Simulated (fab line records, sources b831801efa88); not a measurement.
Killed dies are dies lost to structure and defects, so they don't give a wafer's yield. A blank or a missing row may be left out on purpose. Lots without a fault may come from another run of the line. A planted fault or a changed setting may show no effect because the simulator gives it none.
Which tool did it? | flow gf180mcu | 13 lots, 39 wafers sampled, at 2 steps of a route of 602

WHAT THE GAUGES READ, wafer by wafer
GF_TOP_METAL_OVL_MEAS_15.
lot  | measured     | on         | TOP_METAL_OVL (nm)
L111 | day 28 04:05 | overlay-01 | 1.2 -1.6 -1.2
L112 | day 28 10:26 | overlay-01 | -1.6 -2.2 -0.2
L113 | day 28 18:57 | overlay-01 | -4.1 -2.0 -3.2
L114 | day 29 05:38 | overlay-01 | 1.9 0.5 0.9
L115 | day 29 14:36 | overlay-01 | 0.7 0.7 0.3
L119 | day 30 13:24 | overlay-01 | 0.7 2.3 -1.2
L125 | day 32 05:37 | overlay-01 | -2.7 -1.4 -0.8
L126 | day 32 07:31 | overlay-01 | 1.8 1.5 0.4
L127 | day 32 17:50 | overlay-02 | 0.9 1.1 1.6
L129 | day 33 11:20 | overlay-02 | -0.9 1.4 -0.6
L130 | day 33 13:56 | overlay-02 | -2.2 0.7 -0.3
L132 | day 33 18:53 | overlay-01 | -1.7 1.2 0.3
L133 | day 34 01:14 | overlay-02 | 0.3 2.6 -0.2

WHICH TOOL RAN EACH LOT (tool, then ch and the chambers of the sampled wafers, then the start)
lot  | GF_MIM_SPUTTER_01
L111 | pvd_sputter-01, day 24 12:14
L112 | pvd_sputter-03, day 24 20:17
L113 | pvd_sputter-02, day 25 05:02
L114 | pvd_sputter-02, day 25 17:44
L115 | pvd_sputter-03, day 26 03:53
L119 | pvd_sputter-01, day 27 02:59
L125 | pvd_sputter-02, day 29 02:27
L126 | pvd_sputter-02, day 29 05:28
L127 | pvd_sputter-03, day 29 16:40
L129 | pvd_sputter-01, day 30 12:22
L130 | pvd_sputter-01, day 30 15:37
L132 | pvd_sputter-03, day 30 20:55
L133 | pvd_sputter-03, day 31 05:29
- GF_MIM_SPUTTER_01: material TiN, target thk 30 nm, time 25 s.

WHAT THE TOOLS THEMSELVES READ (means of the sampled wafers that have a number; where no wafer has one, the mark that the record gives instead)
GF_MIM_SPUTTER_01.
lot  | tool           | throttle_valve_pct (%)
L111 | pvd_sputter-01 | 30.3
L112 | pvd_sputter-03 | 30.7
L113 | pvd_sputter-02 | 28.9
L114 | pvd_sputter-02 | 29.5
L115 | pvd_sputter-03 | 29.7
L119 | pvd_sputter-01 | 30.2
L125 | pvd_sputter-02 | 29.5
L126 | pvd_sputter-02 | 29.6
L127 | pvd_sputter-03 | 30.5
L129 | pvd_sputter-01 | 30.1
L130 | pvd_sputter-01 | 30.4
L132 | pvd_sputter-03 | 30.6
L133 | pvd_sputter-03 | 30.7

THE ANSWER, worked out from the rows above alone
Rule: what is usual is taken from the lots themselves. Put in order of their means at a reading, lots are off if they are a third of the lots or fewer, leave a main group of 4 or more, and stand apart from it by a gap of 3 or more times the standard deviation of the main group's means; of several such gaps the widest counts. A main group whose means are all the same, to the digits that the tables above print for the reading, isn't used. A lot without any number at a reading at which 4 lots or more have one is off too. The other lots that the step has rows for count as sound. The gauges are gone through in route order, then the tools' own readings, and for those a lot's mean is taken as printed above. The first step at which some lot is off is used, and at that step the reading that is off furthest; a lot without a number counts as furthest.
No lot is off at any reading shown: from this, nothing can be told.

WHAT THE SIMULATOR HAD PUT IN
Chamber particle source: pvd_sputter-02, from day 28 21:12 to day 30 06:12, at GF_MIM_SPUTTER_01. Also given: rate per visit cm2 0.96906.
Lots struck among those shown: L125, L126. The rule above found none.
